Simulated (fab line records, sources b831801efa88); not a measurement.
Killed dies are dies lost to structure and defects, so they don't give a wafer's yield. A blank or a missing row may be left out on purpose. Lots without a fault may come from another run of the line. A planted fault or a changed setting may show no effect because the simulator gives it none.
fab line records | flow gf180mcu
record lots=5 wafers=15 last_day=32
route steps=602 shown HV_LDD@209
lots that met no fault: from a run of the same line without faults
start_h: hours from the record's first day to the start of the lot's first wafer shown | wait_h: hours since the lot's step before | " the same as in the row above | L1.1+2: a row that stands for several wafers | - no value, or no start given | * or withheld: withheld | < > ~ a bound
route shown NAME@n: a module of which the file shows steps, and the number in the route of the first | usual: mean/standard deviation of fault-free wafers | same: alike in all rows | chamber/n: place in a boat | sites: the reading at each site | _std_site: their standard deviation | _edge_site: outer sites' mean less inner sites' | radius_mm: how far each site lies from the wafer's centre | mask NAME#n: copy n | behind: the tool/chamber that last shaped the wafer | hold: why the lot was held/for how many hours/how that ended | device: the transistor (n, p or np) that didn't switch | end of line: the same wafers' tests at the end of the route | a step without rows: its recipe alone | killed: dies lost to structure and defects at the first sort, not the wafer's yield | map: a wafer's dies, x killed, . not, _ none there
set.NAME: the setting as run; set.NAME@STEP: as run at that earlier step | model.NAME: the simulator's own value behind a step, which no gauge read
lots at some steps of the route; a table a step, a row a wafer
services: from which hour (start_h, from the record's first day; less than 0 if before it) a tool's chamber was out of use, for how many hours, and why
## steps
# step GF_HV_LDD_IMPLANT_33
# recipe species=P energy_kev=60 dose_cm2=7.5e+12 tilt_deg=30 rotation_deg=0
# same implant_ion_amu=31
# columns lot.wafer tool chamber start_h wait_h
L075.1+3+4 implanter-03 0 262.88 0.0
L077.3+4+5 implanter-03 0 270.11 0.1
L088.1+5+6 implanter-03 0 356.73 0.0
L089.4+5+6 implanter-01 0 364.48 0.1
L090.2+3+6 implanter-01 0 370.58 0.0
# step GF_HV_LDD_IMPLANT_34
# recipe species=P energy_kev=60 dose_cm2=7.5e+12 tilt_deg=30 rotation_deg=90
# same implant_ion_amu=31
# columns lot.wafer tool chamber start_h wait_h
L075.1+3+4 implanter-03 0 263.03 0.1
L077.3+4+5 implanter-03 0 270.26 0.1
L088.1+5+6 implanter-03 0 356.88 0.1
L089.4+5+6 implanter-01 0 364.63 0.1
L090.2+3+6 implanter-01 0 370.73 0.1
# step GF_HV_LDD_IMPLANT_35
# recipe species=P energy_kev=60 dose_cm2=7.5e+12 tilt_deg=30 rotation_deg=180
# same implant_ion_amu=31
# columns lot.wafer tool chamber start_h wait_h
L075.1+3+4 implanter-03 0 263.18 0.1
L077.3+4+5 implanter-03 0 270.41 0.1
L088.1+5+6 implanter-03 0 357.03 0.1
L089.4+5+6 implanter-01 0 364.78 0.1
L090.2+3+6 implanter-01 0 370.88 0.1
# step GF_HV_LDD_IMPLANT_36
# recipe species=P energy_kev=60 dose_cm2=7.5e+12 tilt_deg=30 rotation_deg=270
# same implant_ion_amu=31
# columns lot.wafer tool chamber start_h wait_h
L075.1+3+4 implanter-03 0 263.33 0.1
L077.3+4+5 implanter-03 0 270.56 0.1
L088.1+5+6 implanter-03 0 358.91 1.9
L089.4+5+6 implanter-01 0 364.93 0.1
L090.2+3+6 implanter-01 0 371.03 0.1
# step GF_HV_LDD_STRIP_37
# recipe chemistry=O2/N2 power_w=1400 pressure_mtorr=1500 platen_temp_c=250 o2_flow_sccm=3000 n2_flow_sccm=300 overash_fraction=0.5
# usual drypump_motor_current_A=5.4/0.5 heater_power_w=369/73 oes_product_au=0.716/0.0046 strip_time_to_endpoint_s=12.650/0.029
# same overash_fraction=0.5
# columns lot.wafer tool chamber start_h wait_h drypump_motor_current_A heater_power_w oes_product_au rf_hours_counter_h strip_time_to_endpoint_s
L075.1 plasma_asher-04 0 263.48 0.1 5.8 276 0.725 58 12.630
L075.3 " 1 " " 4.7 385 0.719 - 12.649
L075.4 " 0 " " 5.8 276 0.718 - 12.637
L077.3 plasma_asher-01 0 270.69 0.1 5.7 292 0.717 - 12.671
L077.4 " 1 " " 5.3 322 0.717 - 12.670
L077.5 " 1 " " 5.4 320 0.713 - 12.659
L088.1 plasma_asher-02 1 359.06 0.1 4.9 348 0.714 28 12.618
L088.5 " 1 " " 4.9 348 0.723 - 12.631
L088.6 " 0 " " 6.0 474 0.717 - 12.613
L089.4 plasma_asher-04 0 365.04 0.1 5.8 272 0.712 - 12.644
L089.5 " 0 " " 5.8 272 0.713 - 12.637
L089.6 " 1 " " 4.7 393 0.713 - 12.602
L090.2 plasma_asher-04 1 371.16 0.1 4.7 382 0.711 72 12.634
L090.3 " 0 " " 5.8 274 0.710 - 12.628
L090.6 " 0 " " 5.8 275 0.713 - 12.631
# step GF_HV_LDD_TW_MEAS_38
# usual HV_LDD_3_TW=1435/12
# columns lot.wafer tool chamber start_h wait_h HV_LDD_3_TW
L075.1 film_metro-01 - 263.60 0.1 1427
L075.3 " - " " 1427
L075.4 " - " " 1426
L077.3 film_metro-03 - 270.78 0.1 1461
L077.4 " - " " 1457
L077.5 " - " " 1467
L088.1 film_metro-03 - 359.16 0.1 1451
L088.5 " - " " 1451
L088.6 " - " " 1449
L089.4 film_metro-03 - 365.14 0.1 1444
L089.5 " - " " 1457
L089.6 " - " " 1450
L090.2 film_metro-03 - 371.27 0.1 1455
L090.3 " - " " 1453
L090.6 " - " " 1449
# step GF_HV_LDD_DEHYDRATE_39
# recipe temp_c=200 time_s=60
# usual heater_power_total_W=160.39/0.12
# same time_s=60
# columns lot.wafer tool chamber start_h wait_h heater_power_total_W
L075.1 litho_track-03 0 271.25 7.6 160.40
L075.3 " 0 " " 160.52
L075.4 " 0 " " 160.22
L077.3 litho_track-01 0 280.18 9.4 160.60
L077.4 " 0 " " 160.35
L077.5 " 0 " " 160.38
L088.1 litho_track-04 0 370.02 10.9 160.42
L088.5 " 0 " " 160.40
L088.6 " 0 " " 160.52
L089.4 litho_track-04 0 375.50 10.4 160.48
L089.5 " 0 " " 160.49
L089.6 " 0 " " 160.44
L090.2 litho_track-04 0 381.30 10.0 160.33
L090.3 " 0 " " 160.28
L090.6 " 0 " " 160.40
# step GF_HV_LDD_HMDS_40
# recipe prime_time_s=60 prime_temp_c=120
# columns lot.wafer tool chamber start_h wait_h
L075.1+3+4 litho_track-03 0 271.40 0.1
L077.3+4+5 litho_track-01 0 280.33 0.1
L088.1+5+6 litho_track-04 0 370.17 0.1
L089.4+5+6 litho_track-04 0 375.65 0.1
L090.2+3+6 litho_track-04 0 381.45 0.1
# step GF_HV_LDD_COAT_41
# recipe resist=NOVOLAK spin_rpm=3000 resist_thk_nm=1000
# columns lot.wafer tool chamber start_h wait_h
L075.1+3+4 litho_track-03 0 271.55 0.1
L077.3+4+5 litho_track-01 0 280.48 0.1
L088.1+5+6 litho_track-04 0 370.32 0.1
L089.4+5+6 litho_track-04 0 375.80 0.1
L090.2+3+6 litho_track-04 0 381.60 0.1
# step GF_HV_LDD_SOFTBAKE_42
# recipe temp_c=90 time_s=60 resist=NOVOLAK
# usual heater_power_total_W=56.60/0.043
# same time_s=60
# columns lot.wafer tool chamber start_h wait_h heater_power_total_W
L075.1 litho_track-03 0 271.70 0.1 56.62
L075.3 " 0 " " 56.63
L075.4 " 0 " " 56.63
L077.3 litho_track-01 0 280.63 0.1 56.54
L077.4 " 0 " " 56.63
L077.5 " 0 " " 56.54
L088.1 litho_track-04 0 370.47 0.1 56.59
L088.5 " 0 " " 56.58
L088.6 " 0 " " 56.61
L089.4 litho_track-04 0 375.95 0.1 56.57
L089.5 " 0 " " 56.60
L089.6 " 0 " " 56.55
L090.2 litho_track-04 0 381.75 0.1 56.64
L090.3 " 0 " " 56.59
L090.6 " 0 " " 56.60
# step GF_HV_LDD_EXPOSE_43
# recipe mask_id=Pplus_HV_AREA target_cd_nm=400 na=0.6 source_shape=conventional sigma_outer=0.6 dose_mj=140
# usual stage_vel_mm_s=499.97/0.24
# columns lot.wafer tool chamber start_h wait_h mask stage_vel_mm_s
L075.1 iline_stepper-01 0 - - Pplus_HV_AREA#0 500.20
L075.3 " 0 " " Pplus_HV_AREA#0 500.14
L075.4 " 0 " " Pplus_HV_AREA#0 500.02
L077.3 iline_stepper-01 0 - - Pplus_HV_AREA#0 499.76
L077.4 " 0 " " Pplus_HV_AREA#0 500.12
L077.5 " 0 " " Pplus_HV_AREA#0 499.87
L088.1 iline_stepper-01 0 - - Pplus_HV_AREA#0 499.70
L088.5 " 0 " " Pplus_HV_AREA#0 499.91
L088.6 " 0 " " Pplus_HV_AREA#0 499.96
L089.4 iline_stepper-01 0 - - Pplus_HV_AREA#0 499.92
L089.5 " 0 " " Pplus_HV_AREA#0 500.25
L089.6 " 0 " " Pplus_HV_AREA#0 500.16
L090.2 iline_stepper-02 0 - - Pplus_HV_AREA#0 499.89
L090.3 " 0 " " Pplus_HV_AREA#0 499.90
L090.6 " 0 " " Pplus_HV_AREA#0 499.94
# step GF_HV_LDD_PEB_44
# recipe temp_c=withheld time_s=* resist=NOVOLAK
# same time_s=*
# columns lot.wafer tool chamber start_h wait_h
L075.1+3+4 litho_track-03 0 - -
L077.3+4+5 litho_track-03 0 - -
L088.1+5+6 litho_track-03 0 - -
L089.4+5+6 litho_track-04 0 - -
L090.2+3+6 litho_track-03 0 - -
# step GF_HV_LDD_DEVELOP_45
# recipe develop_time_s=60 dev_temp_c=23
# columns lot.wafer tool chamber start_h wait_h
L075.1+3+4 litho_track-03 0 281.70 0.1
L077.3+4+5 litho_track-03 0 290.40 0.1
L088.1+5+6 litho_track-03 0 380.70 0.1
L089.4+5+6 litho_track-04 0 387.10 0.1
L090.2+3+6 litho_track-03 0 393.47 0.1
# step GF_HV_LDD_CD_MEAS_46
# recipe target_cd_nm=400
# usual cd_nm=400.2/2.7
# columns lot.wafer tool chamber start_h wait_h cd_nm
L075.1 cd_sem-01 - 281.85 0.1 398.4
L075.3 " - " " 400.2
L075.4 " - " " 397.7
L077.3 cd_sem-02 - 290.54 0.1 400.0
L077.4 " - " " 403.0
L077.5 " - " " 401.4
L088.1 cd_sem-02 - 380.85 0.1 401.2
L088.5 " - " " 400.3
L088.6 " - " " 400.7
L089.4 cd_sem-02 - 387.23 0.1 400.3
L089.5 " - " " 399.0
L089.6 " - " " 401.6
L090.2 cd_sem-02 - 393.62 0.1 401.1
L090.3 " - " " 399.6
L090.6 " - " " 398.9
# step GF_HV_LDD_OVL_MEAS_47
# usual HV_LDD_03_OVL=1.3/1.3
# columns lot.wafer tool chamber start_h wait_h HV_LDD_03_OVL[nm]
L075.1 overlay-02 - 281.97 0.1 -0.5
L075.3 " - " " 1.8
L075.4 " - " " 2.0
L077.3 overlay-02 - 290.63 0.1 1.8
L077.4 " - " " 3.1
L077.5 " - " " 1.9
L088.1 overlay-01 - 380.97 0.1 1.6
L088.5 " - " " 1.2
L088.6 " - " " 1.8
L089.4 overlay-01 - 387.31 0.1 1.2
L089.5 " - " " 1.2
L089.6 " - " " 0.5
L090.2 overlay-01 - 393.73 0.1 3.4
L090.3 " - " " 2.8
L090.6 " - " " 2.9
# step GF_HV_LDD_IMPLANT_48
# recipe species=B energy_kev=25 dose_cm2=3e+13 tilt_deg=7
# same implant_ion_amu=11
# columns lot.wafer tool chamber start_h wait_h
L075.1+3+4 implanter-02 0 282.01 0.0
L077.3+4+5 implanter-02 0 290.71 0.1
L088.1+5+6 implanter-02 0 381.01 0.0
L089.4+5+6 implanter-01 0 387.40 0.1
L090.2+3+6 implanter-01 0 393.78 0.0
# step GF_HV_LDD_STRIP_49
# recipe chemistry=O2/N2 power_w=1400 pressure_mtorr=1500 platen_temp_c=250 o2_flow_sccm=3000 n2_flow_sccm=300 overash_fraction=0.5
# usual drypump_motor_current_A=5.3/0.53 heater_power_w=359/71 oes_product_au=0.716/0.0043 strip_time_to_endpoint_s=12.63/0.036
# same overash_fraction=0.5
# columns lot.wafer tool chamber start_h wait_h drypump_motor_current_A heater_power_w oes_product_au rf_hours_counter_h strip_time_to_endpoint_s
L075.1 plasma_asher-01 1 282.16 0.1 5.4 329 0.717 63 12.63
L075.3 " 1 " " 5.4 324 0.716 - 12.63
L075.4 " 0 " " 5.7 304 0.711 - 12.63
L077.3 plasma_asher-04 1 290.84 0.1 4.7 371 0.718 - 12.60
L077.4 " 0 " " 5.8 284 0.714 - 12.60
L077.5 " 0 " " 5.8 275 0.717 - 12.54
L088.1 plasma_asher-02 0 381.16 0.1 6.0 495 0.719 31 12.66
L088.5 " 0 " " 6.0 469 0.716 - 12.71
L088.6 " 1 " " 4.9 346 0.723 - 12.69
L089.4 plasma_asher-04 0 387.51 0.1 5.8 272 0.717 - 12.70
L089.5 " 1 " " 4.7 383 0.711 - 12.66
L089.6 " 0 " " 5.7 275 0.718 - 12.67
L090.2 plasma_asher-02 0 393.91 0.1 6.0 489 0.719 33 12.66
L090.3 " 1 " " 4.9 344 0.717 - 12.62
L090.6 " 0 " " 6.0 484 0.716 - 12.67
# step GF_HV_LDD_TW_MEAS_50
# usual HV_LDD_4_TW=570/5.2
# columns lot.wafer tool chamber start_h wait_h HV_LDD_4_TW
L075.1 film_metro-04 - 282.26 0.1 567
L075.3 " - " " 570
L075.4 " - " " 568
L077.3 film_metro-03 - 290.93 0.1 578
L077.4 " - " " 577
L077.5 " - " " 575
L088.1 film_metro-01 - 381.26 0.1 566
L088.5 " - " " 564
L088.6 " - " " 566
L089.4 film_metro-04 - 387.61 0.1 564
L089.5 " - " " 560
L089.6 " - " " 562
L090.2 film_metro-03 - 394.01 0.1 577
L090.3 " - " " 575
L090.6 " - " " 577
## services
# columns tool chamber start_h hours kind
iline_stepper-01 0 241.16 - calibration
iline_stepper-01 - 254.74 4.4 pm
implanter-01 - 256.74 3.6 pm
plasma_asher-01 - 294.02 109.5 pm
implanter-01 - 310.39 3.8 repair
iline_stepper-01 - 311.54 14.1 repair
iline_stepper-02 0 316.74 - calibration
implanter-01 - 320.88 2.2 repair
implanter-03 - 322.36 1.7 repair
iline_stepper-01 - 323.05 9.0 repair
plasma_asher-02 - 333.69 15.6 pm
implanter-02 - 344.97 0.6 repair
implanter-02 - 351.18 4.4 repair
plasma_asher-04 - 352.41 3.9 repair
plasma_asher-04 - 356.32 4.0 pm
implanter-03 - 368.81 1.0 repair
iline_stepper-01 - 377.54 1.7 pm
plasma_asher-04 - 388.14 4.9 repair
## key
fault none
